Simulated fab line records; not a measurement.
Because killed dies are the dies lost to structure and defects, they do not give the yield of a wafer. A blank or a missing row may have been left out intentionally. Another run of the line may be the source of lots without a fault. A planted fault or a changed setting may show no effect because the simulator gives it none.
A struck lot beside a sound one + flow sfq line + 21 out of 325 route steps
Sound: wafers L151.1, L151.3, L151.4. Wafers struck: L148.1, L148.3, L148.4. At the end, the cause is stated.
Each step with rows lists, per side, the tool, then ch with its chambers, then its first start. Under that, the readings that differ: sound wafers + struck wafers + difference of the means + sigmas: that difference in standard deviations of wafers without a fault.
alike: readings whose means differ by less than 2 such deviations, and words and numbers that are the same on both sides. not compared: withheld readings, readings that some wafer has no value for, bounds like >300 that may hide the same value, and numbers for which the record gives no deviation and whose values overlap.
The two part at a step that has a row with sigmas, a row that says differs or no value, or rows on one side only. Non-overlapping numbers with no deviation appear without sigmas and do not part them. A reading that every wafer of one side lacks parts them only if that side has two wafers or more.

SFQ_INCOMING_BOW_MEAS_900:
  sound on film metro-02 at day 4 23:00; struck on film metro-03 at day 4 08:00
  alike: INCOMING_BOW
then, 1 step without rows for these wafers: SFQ_TRILAYER_INCOMING_OXIDATION_002 (target thk 500 nm, ox time 4939 s).
SFQ_TRILAYER_L0_DEP_SPUTTER_003: material MoNx KI, target thk 40 nm, time 100 s.
  sound on pvd sputter-06 at day 5 01:29; struck on pvd sputter-06 at day 4 10:29
  alike: throttle valve pct
SFQ_L0_RS_MEAS_901: the measuring method here is four-point-probe.
  sound on film metro-04 at day 5 01:34; struck on film metro-03 at day 4 10:34
  alike: L0_MONX_KI_RS
SFQ_L0_THK_MEAS_902: measures by xrf.
  sound on film metro-04 at day 5 01:41; struck on film metro-03 at day 4 10:41
  alike: L0_MONX_KI_THK
then, 3 steps without rows for these wafers: SFQ_TRILAYER_L0_LITHO_COAT_010 (resist thk 62 nm); SFQ_TRILAYER_L0_LITHO_COAT_005 (resist thk 600 nm); SFQ_TRILAYER_L0_LITHO_SOFTBAKE_009.
-- the record jumps here: 3 days lie between the struck wafers' starts before and after --
SFQ_TRILAYER_L0_LITHO_EXPOSE_006: exposes mask L0, target cd 2000 nm.
  struck on krf scanner-02, day 7 22:13; sound on krf scanner-02 ch 0, day 8 13:49
  no value came back on the struck wafers for exposure dose mJ cm2, focus offset nm (nm); on the sound wafers exposure dose mJ cm2 reads 14.428 14.409 14.409
  alike: mask
then, 2 steps without rows for these wafers: SFQ_TRILAYER_L0_LITHO_PEB_008 (peb time 60 s); SFQ_TRILAYER_L0_LITHO_DEVELOP_007 (time 60 s).
SFQ_TRILAYER_L0_BARC_OPEN_METAL_ETCH_010: etches BARC in O2, target depth 125 nm, time 41.7 s.
  sound on rie metal-01 ch 0,1, day 8 15:19; struck on rie metal-03 ch 0,1, day 7 23:43
  alike: bias w, drypump motor current A, oes product au
  not compared: rf hours counter h
SFQ_TRILAYER_L0_ETCH_METAL_ETCH_008: etches MoNx KI in SF6/O2, stops on SiO2, target depth 50 nm, time 25 s.
  sound on rie metal-01 ch 0,1, day 8 15:23; struck on rie metal-03 ch 0,1, day 7 23:47
  alike: bias w, drypump motor current A, oes product au
  not compared: rf hours counter h
SFQ_TRILAYER_L0_STRIP_STRIP_009: strips in O2.
  sound on rie metal-01 ch 0,1, day 8 15:26; struck on rie metal-03 ch 0,1, day 7 23:50
  alike: drypump motor current A, oes product au
  not compared: rf hours counter h
then, 1 step without rows for these wafers: SFQ_TRILAYER_L0_STRIP_SOLV_CLEAN_010 (cleans in NMP, time 600 s).
SFQ_TRILAYER_L0_CAP_PECVD_011: deposits SiO2 from SiH4/N2O, time 13.333 s, target thk 60 nm.
  sound on pecvd-03 ch 0,2, day 8 16:12; struck on pecvd-03 ch 0,1,2, day 8 00:36
  alike: heater power outer w, heater power w, throttle valve pct
then, 3 steps without rows for these wafers: SFQ_TRILAYER_L0_VIA_LITHO_COAT_018 (resist thk 62 nm); SFQ_TRILAYER_L0_VIA_LITHO_COAT_013 (resist thk 650 nm); SFQ_TRILAYER_L0_VIA_LITHO_SOFTBAKE_017.
SFQ_TRILAYER_L0_VIA_LITHO_EXPOSE_014: exposes mask L0V, target cd 700 nm.
  struck on krf scanner-01, day 8 07:14; sound on krf scanner-01 ch 0, day 9 06:02
  no value came back on the struck wafers for exposure dose mJ cm2, focus offset nm (nm); on the sound wafers exposure dose mJ cm2 reads 21.303 21.267 21.293
  alike: mask
then, 1 step without rows for these wafers: SFQ_TRILAYER_L0_VIA_LITHO_PEB_016 (peb time 60 s).

WHERE THEY PART
Earliest at SFQ_TRILAYER_L0_LITHO_EXPOSE_006; latest, in this record, at SFQ_TRILAYER_L0_VIA_LITHO_EXPOSE_014.

WHY: whatever the simulator had introduced
At SFQ_TRILAYER_L0_LITHO_EXPOSE_006, the step was skipped entirely on krf scanner-02 from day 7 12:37 on. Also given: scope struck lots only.
